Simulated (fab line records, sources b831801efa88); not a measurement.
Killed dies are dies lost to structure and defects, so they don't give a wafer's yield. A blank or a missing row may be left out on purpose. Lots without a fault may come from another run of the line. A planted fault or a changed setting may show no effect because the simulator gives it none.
Which tool did it? | flow gf180mcu | 6 lots, 17 wafers sampled, at 1 step of a route of 602

WHAT THE GAUGES READ, wafer by wafer
GF_V4_OVL_MEAS_15.
lot  | measured     | on         | V4_OVL (nm)
L938 | day 24 23:56 | overlay-01 | 3 7 -3
L941 | day 26 00:13 | overlay-02 | -9 -9 -6
L944 | day 26 22:32 | overlay-01 | -5 -10 -2
L946 | day 27 12:04 | overlay-01 | -20 -10 -16
L949 | day 28 07:22 | overlay-01 | -13 -7 -13
L953 | day 29 15:37 | overlay-01 | -2 2

WHICH TOOL RAN EACH LOT (tool, then ch and the chambers of the sampled wafers, then the start)
The record holds no process step before these readings.

THE ANSWER, worked out from the rows above alone
Rule: what is usual is taken from the lots themselves. Put in order of their means at a reading, lots are off if they are a third of the lots or fewer, leave a main group of 4 or more, and stand apart from it by a gap of 3 or more times the standard deviation of the main group's means; of several such gaps the widest counts. A main group whose means are all the same, to the digits that the tables above print for the reading, isn't used. A lot without any number at a reading at which 4 lots or more have one is off too. The other lots that the step has rows for count as sound.
No lot is off at any reading shown: from this, nothing can be told.

WHAT THE SIMULATOR HAD PUT IN
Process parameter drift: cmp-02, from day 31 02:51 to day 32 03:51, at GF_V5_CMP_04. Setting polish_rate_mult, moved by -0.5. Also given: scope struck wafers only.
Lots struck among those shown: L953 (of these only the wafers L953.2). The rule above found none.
